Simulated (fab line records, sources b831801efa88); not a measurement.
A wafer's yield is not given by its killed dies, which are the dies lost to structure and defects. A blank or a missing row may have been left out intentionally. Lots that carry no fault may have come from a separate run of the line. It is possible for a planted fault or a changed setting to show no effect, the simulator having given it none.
Struck lot and sound lot, side by side | flow sky130 | 20 steps out of a route of 708
Sound: these wafers, L610.4, L610.5, L610.6. Struck: wafer L620.5 (left out: L620.3, L620.6 of the same lot, which were not struck); the cause appears at the end.
For every step that has rows: the tool of each side, followed by ch and its chambers, followed by its first start. Under that, the readings that differ: sound wafers | struck wafers | difference of the means | sigmas: that difference in standard deviations of wafers without a fault.
alike: same words and numbers on both sides, and readings whose means sit less than 2 such deviations apart. not compared: any withheld reading, any reading some wafer has no value for, any bound like >300 that may hide the same value, and any number with overlapping values for which the record gives no deviation.
Wherever a step has rows on one side only, a row that says differs or no value, or a row with sigmas, the two part there. When numbers do not overlap yet have no deviation, they are printed without sigmas and do not part them. A reading that every wafer of one side lacks parts them only if that side has two wafers or more.

first, 4 steps without rows for these wafers: SKY_METAL1_STRIP_21 (strips in post etch residue remover, time 1200 s); SKY_METAL1_CLEAN_22 (cleans in IPA, time 180 s); SKY_METAL1_CLEAN_23 (cleans in O3/DIW); SKY_VIA1_HDPCVD_00 (deposits SiO2, target thk 1030 nm, time 171.7 s).
SKY_VIA1_THK_MEAS_01:
  sound: film_metro-01 at day 35 06:45; struck: film_metro-03 at day 38 12:08
  reading              | sound          | struck | difference | sigmas
  VIA1_HDPCVD_THK (nm) | 1025 1025 1021 | 1044   | +20        | +2
SKY_VIA1_CMP_02: polishes SiO2.
  sound on cmp-02 ch 0,2,3, day 35 06:53; struck on cmp-01 ch 2, day 38 12:13
  alike: motor_current_A
SKY_VIA1_BOW_MEAS_03:
  sound: film_metro-01 at day 35 07:08; struck: film_metro-03 at day 38 12:34
  alike: VIA1_BOW
then, 5 steps without rows for these wafers: SKY_VIA1_DEHYDRATE_04 (time 60 s); SKY_VIA1_HMDS_05 (prime time 60 s); SKY_VIA1_COAT_06 (resist thk 60 nm); SKY_VIA1_COAT_07 (resist thk 450 nm); SKY_VIA1_SOFTBAKE_08 (time 90 s).
SKY_VIA1_EXPOSE_09: exposes mask VIM, target cd 150 nm.
  sound on krf_scanner-02 ch 0, day 35 20:41; struck on krf_scanner-01 ch 0, day 39 01:10
  alike: mask, exposure_dose_mJ_cm2
then, 2 steps without rows for these wafers: SKY_VIA1_PEB_10; SKY_VIA1_DEVELOP_11 (develop time 60 s).
SKY_VIA1_CD_MEAS_12 targets a cd of 150 nm.
  sound: cd_sem-01 at day 36 09:50; struck: cd_sem-02 at day 39 13:57
  reading    | sound             | struck | difference | sigmas
  cd_nm (nm) | 150.0 149.1 149.1 | 113.9  | -35.5      | -19
SKY_VIA1_OVL_MEAS_13:
  sound: overlay-02 at day 36 09:55; struck: overlay-02 at day 39 14:02
  alike: VIA1_OVL
SKY_VIA1_ETCH_14: etches BARC in N2/H2, stops on SiO2, time 45.9 s, target depth 60 nm.
  sound on rie_diel-02 ch 2,3, day 36 09:55; struck on rie_diel-04 ch 3, day 39 14:04
  reading                | sound                | struck | difference | sigmas
  throttle_valve_pct (%) | 13.231 13.216 13.238 | 13.248 | +0.020     | +2
  model.VIA1.cd_nm (nm)  | 150.2 148.7 149      | 114.9  | -34.4      |
  alike: drypump_motor_current_A, oes_product_au
  not compared: rf_hours_counter_h
SKY_VIA1_ETCH_15: etches SiO2 in C4F8/O2/Ar, stops on TiN, target depth 351 nm, time 54 s.
  sound on rie_diel-02 ch 2,3, day 36 09:58; struck on rie_diel-04 ch 3, day 39 14:07
  alike: oes_product_au
  not compared: rf_hours_counter_h
-- the record jumps here: 11 days lie between the struck wafers' starts before and after (it left off in module VIA1 and takes up again in module PAD_OPEN, whose first step shown is number 708 of the route) --
SKY_PAD_OPEN_PROBE_99:
  sound: prober-01 at day 48 01:02; struck: prober-01 at day 50 08:56
  reading                  | sound          | struck | difference | sigmas
  defect_limited_yield (%) | 78.9 81.3 80.1 | 7.7    | -72.4      | -40
  killed_at_M0_to_M3       | 58 37 54       | 406    | +356       | +52
  killed_at_M4_up          | 6 6 4          | 2      | -3         | -2
  killed_dies              | 104 92 98      | 454    | +356       | +40
  killed_on_rim            | 19 22 21       | 93     | +72        | +20
  sort_bin_5_function (%)  | 12.6 11.4 11.4 | 86.6   | +74.8      | +53
  sort_bin_6_memory (%)    | 8.1 6.7 7.9    | 5.1    | -2.5       | -2
  sort_n_pass              | 388 400 394    | 38     | -356       | -40
  sort_yield_pct (%)       | 78.9 81.3 80.1 | 7.7    | -72.4      | -40
  alike: killed_at_contacts, killed_at_front_end, killed_at_other, killed_open, killed_short, sort_bin_3_pad_short

## WHERE THEY PART
Last at SKY_PAD_OPEN_PROBE_99 as far as this record goes, first at SKY_VIA1_THK_MEAS_01.

WHY: the cause the simulator had injected
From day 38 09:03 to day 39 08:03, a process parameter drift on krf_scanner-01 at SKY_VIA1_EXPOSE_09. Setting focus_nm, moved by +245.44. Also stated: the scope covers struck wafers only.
